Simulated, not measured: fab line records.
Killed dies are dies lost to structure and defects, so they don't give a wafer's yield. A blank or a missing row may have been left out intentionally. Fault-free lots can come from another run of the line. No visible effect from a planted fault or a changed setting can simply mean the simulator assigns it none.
fab line records | flow sfq_line
record: lots: 14 wafers: 42 last_day: 91
route steps=325 shown JJ@193
lots untouched by any fault: they come from a run of this same line in which no faults occurred
start_h: hours from the record's first day to the start of the lot's first wafer shown | wait_h: time in hours since the lot's previous step | " same as the row above | L1.1+2: a single row standing in for several wafers | - no value, or no start given | * or withheld: withheld | < > ~ a bound
route shown NAME@n: NAME is a module with steps in the file, n the number in the route of the first one | usual: the fault-free wafers' mean and standard deviation | same: alike in all rows | chamber/n: place in a boat | sites: readings site by site | _std_site: the standard deviation of these | _edge_site: outer sites' mean less inner sites' | radius_mm: for every site, how far away it sits from the centre of the wafer | mask NAME#n: copy n | behind: the last tool/chamber to shape the wafer | hold: reason for holding the lot/hours on hold/outcome of the hold | device: the n, p or np transistor that did not switch | end of line: the same wafers' tests at the end of the route | step lacking rows: just its recipe | killed: the dies lost at the first sort to structure and to defects; this is not the yield of the wafer | map: per-die view of a wafer (x killed, . not killed, _ where there is no die)
set.NAME: the setting that was run; set.NAME@STEP: the one run at that earlier step | model.NAME: the simulator's own value behind a step, which no gauge read
one table for each step of the route and one row for each wafer, over a sample of lots
services: from which hour (start_h, from the record's first day; less than 0 if before it) a tool's chamber was out of use, for how many hours, and why
== steps ==
step: SFQ_TRILAYER_JJ_CE_BARC_OPEN_RIE_150
recipe: mask_material: PR chemistry: O2 target_depth_nm: 240 target: BARC icp_w: 600 bias_w: 80 pressure_mtorr: 10 time_s: 80
usual: drypump_motor_current_A: 5.4/0.52 he_backside_leak_sccm: 3.5/0.4 oes_product_au: 0.537/0.0046 rf_fwd_power_W: 594.4/1.8
columns lot.wafer tool chamber start_h wait_h drypump_motor_current_A he_backside_leak_sccm oes_product_au rf_fwd_power_W rf_hours_counter_h
L183.2 rie_metal-04 0 1313.84 0.8 5.4 3.1 0.547 595.4 3
L183.4 " 0 " " 5.4 3.3 0.540 595.6 -
L183.5 " 0 " " 5.4 3.4 0.539 594.5 -
L184.1 rie_metal-04 0 1316.24 1.0 5.4 3.3 0.530 593.2 3
L184.2 " 1 " " 4.9 3.7 0.533 592.2 51
L184.3 " 1 " " 4.9 3.8 0.541 593.4 -
L185.1 rie_metal-02 0 1331.51 1.0 5.7 3.3 0.535 594.2 10
L185.2 " 1 " " 4.8 3.3 0.532 592.2 83
L185.3 " 0 " " 5.7 3.1 0.536 597.2 -
L186.1 rie_metal-02 1 1336.31 1.0 4.8 6.0 0.539 594.1 84
L186.4 " 1 " " 4.8 3.4 0.533 592.6 -
L186.5 " 1 " " 4.9 3.4 0.535 593.8 -
L187.1 rie_metal-04 0 1341.87 1.0 5.4 3.1 0.532 595.2 8
L187.2 " 1 " " 4.9 3.9 0.534 596.3 56
L187.6 " 0 " " 5.4 3.1 0.537 593.3 -
L189.2 rie_metal-02 0 1476.84 0.8 5.7 3.2 0.539 594.7 28
L189.4 " 0 " " 5.7 3.2 0.539 594.6 -
L189.5 " 0 " " 5.7 6.3 0.539 592.5 -
L191.1 rie_metal-04 1 1507.46 1.0 5.0 3.8 0.541 595.1 75
L191.4 " 0 " " 5.4 3.3 0.538 594.8 -
L191.6 " 1 " " 5.0 3.9 0.543 594.9 -
L193.1 rie_metal-03 1 1534.83 1.0 6.3 3.6 0.539 593.3 76
L193.5 " 1 " " 6.3 3.6 0.541 590.9 -
L193.6 " 0 " " 4.9 3.4 0.542 595.8 -
L194.1 rie_metal-02 0 1537.23 1.0 5.7 3.3 0.540 591.7 38
L194.2 " 1 " " 4.8 3.5 0.537 594.5 111
L194.5 " 0 " " 5.7 3.5 0.539 592.8 -
L195.1 rie_metal-02 0 1546.83 1.0 5.7 3.3 0.532 593.6 39
L195.4 " 0 " " 5.7 3.1 0.542 596.5 -
L195.6 " 1 " " 4.8 3.3 0.539 593.6 -
L196.3 rie_metal-02 1 1554.24 0.6 4.8 3.5 0.529 594.3 -
L196.4 " 0 " " 5.7 3.4 0.541 691.5 -
L196.6 " 0 " " 5.7 3.2 0.535 689.1 -
L197.2 rie_metal-02 0 1555.88 0.8 5.7 3.4 0.541 690.1 41
L197.3 " 0 " " 5.7 3.3 0.534 690.0 -
L197.5 " 1 " " 4.8 3.5 0.539 594.9 -
L199.2 rie_metal-03 1 1569.86 0.8 6.2 3.6 0.538 595.7 83
L199.4 " 0 " " 5.0 3.7 0.542 597.0 -
L199.6 " 1 " " 6.3 3.6 0.537 594.0 -
L206.1 rie_metal-03 1 1619.06 1.0 6.2 3.6 0.540 597.3 86
L206.5 " 1 " " 6.2 3.6 0.539 594.4 -
L206.6 " 1 " " 6.2 3.7 0.539 594.3 -
== services ==
columns tool chamber start_h hours kind
rie_metal-03 - 1351.27 0.1 repair
rie_metal-03 - 1381.51 1.1 repair
rie_metal-04 1 1402.56 11.6 repair
rie_metal-02 - 1404.57 1.4 pm
rie_metal-02 0 1411.33 5.8 repair
rie_metal-02 - 1451.56 0.6 repair
rie_metal-04 - 1458.18 2.8 pm
rie_metal-04 - 1503.67 0.6 repair
rie_metal-02 - 1510.39 1.4 repair
rie_metal-03 - 1518.38 0.8 repair
rie_metal-02 0 1577.23 1.8 repair
rie_metal-02 0 1579.34 10.0 repair
rie_metal-04 - 1598.76 1.4 pm
rie_metal-03 - 1599.39 14.6 pm
rie_metal-03 0 1617.39 - clean
rie_metal-03 0 1617.39 - consumable_replace:focus_ring
rie_metal-03 0 1617.39 26.9 scheduled_down
rie_metal-03 0 1617.39 26.9 vent_cycle
== key ==
first_sign: step: SFQ_TRILAYER_JJ_CE_BARC_OPEN_RIE_150 reading: rf_fwd_power_W direction: up sigmas: 54 usual: 594.4 struck: 690.2
effect none on later readings
met_at SFQ_TRILAYER_JJ_CE_BARC_OPEN_RIE_150
struck_lots L196,L197
struck_wafers L196.4,L196.6,L197.2,L197.3
onset_between 1546.83 1554.24
fault: kind: process_parameter_drift tool: rie_metal-02 chamber: 0 onset_h: 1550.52 steps: SFQ_TRILAYER_JJ_CE_BARC_OPEN_RIE_150 channel: icp_w offset: 96 shape: step end_h: 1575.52 acts_in: these_recipes_only stated: 600
